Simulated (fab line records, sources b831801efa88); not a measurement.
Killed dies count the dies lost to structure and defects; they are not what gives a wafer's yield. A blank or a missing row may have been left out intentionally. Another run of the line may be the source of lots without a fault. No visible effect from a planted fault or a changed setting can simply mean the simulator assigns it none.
Chamber matching | flow sky130 | 4 sister chambers for SKY_FIELD_ISO_ETCH_15 on rie_diel-03
The step etches the open film in CHF3/O2, stops on Si, target depth 180 nm, time 72 s. 16 wafers are shown with their chamber, then 8 later ones without.

== WAFERS WITH THEIR CHAMBER ==
wafer  | chamber | drypump_motor_current_A (A) | rf_fwd_power_W (W) | chamber_pressure_mTorr (mTorr)
L074.1 | 3       | 5.75                        | 590.7              | 40.04
L074.2 | 1       | 6.18                        | 594.8              | 39.98
L074.5 | 2       | 5.67                        | 597.9              | 40.04
L078.4 | 3       | 5.73                        | 595.6              | 40.03
L078.5 | 2       | 5.67                        | 596.1              | 40.01
L078.6 | 1       | 6.18                        | 597.2              | 39.98
L081.1 | 2       | 5.65                        | 593.6              | 39.98
L081.2 | 1       | 6.14                        | 595.2              | 39.98
L081.4 | 3       | 5.75                        | 594.2              | 40.03
L082.1 | 2       | 5.66                        | 596.3              | 40.00
L082.3 | 0       | 6.17                        | 593.0              | 40.01
L082.6 | 1       | 6.15                        | 597.0              | 40.00
L088.1 | 1       | 6.16                        | 597.0              | 40.01
L088.2 | 3       | 5.73                        | 594.6              | 40.03
L088.5 | 0       | 6.18                        | 589.9              | 39.95
L091.2 | 3       | 5.74                        | 592.0              | 39.96

SIGNATURES (means of the wafers above)
reading                 | chamber 0 | chamber 1 | chamber 2 | chamber 3 | scatter within a chamber
drypump_motor_current_A | 6.1750    | 6.1620    | 5.6625    | 5.7400    | 0.0129
rf_fwd_power_W          | 591.450   | 596.240   | 595.975   | 593.420   | 1.72
chamber_pressure_mTorr  | 39.9800   | 39.9900   | 40.0075   | 40.0180   | 0.027
Rule: for a wafer and a chamber, the distance is found by dividing, reading by reading, the gap between the wafer's reading and the chamber's mean by the reading's scatter, squaring, summing and taking the root. If the next closest chamber is less than 2 further off than the closest, the wafer can't be placed; otherwise it belongs to the closest. The scatter: take each reading less its chamber's mean, square it, sum over the shown wafers, divide by the number of wafers less the number of chambers, and take the root.

== WAFERS WHOSE CHAMBER IS MISSING ==
wafer  | drypump_motor_current_A (A) | rf_fwd_power_W (W) | chamber_pressure_mTorr (mTorr)
L091.4 | 6.24                        | 594.6              | 39.95
L091.6 | 5.67                        | 593.0              | 39.98
L095.1 | 6.19                        | 593.0              | 40.03
L095.4 | 6.18                        | 596.9              | 39.99
L095.5 | 5.74                        | 596.5              | 40.05
L097.3 | 6.15                        | 599.4              | 39.95
L097.4 | 5.69                        | 599.7              | 40.05
L097.6 | 5.72                        | 592.3              | 39.99

== WHICH CHAMBER EACH ONE RAN IN ==
wafer  | from the rows above     | in truth
L091.4 | can't be placed: 0 or 1 | 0
L091.6 | 2                       | 2
L095.1 | can't be placed: 0 or 1 | 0
L095.4 | can't be placed: 1 or 0 | 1
L095.5 | 3                       | 3
L097.3 | 1                       | 1
L097.4 | 2                       | 2
L097.6 | 3                       | 3
Correct placement for 5 of the 8. Not placeable from these rows: 3 (in 3, the candidates include the true chamber). 0 placed wrongly.
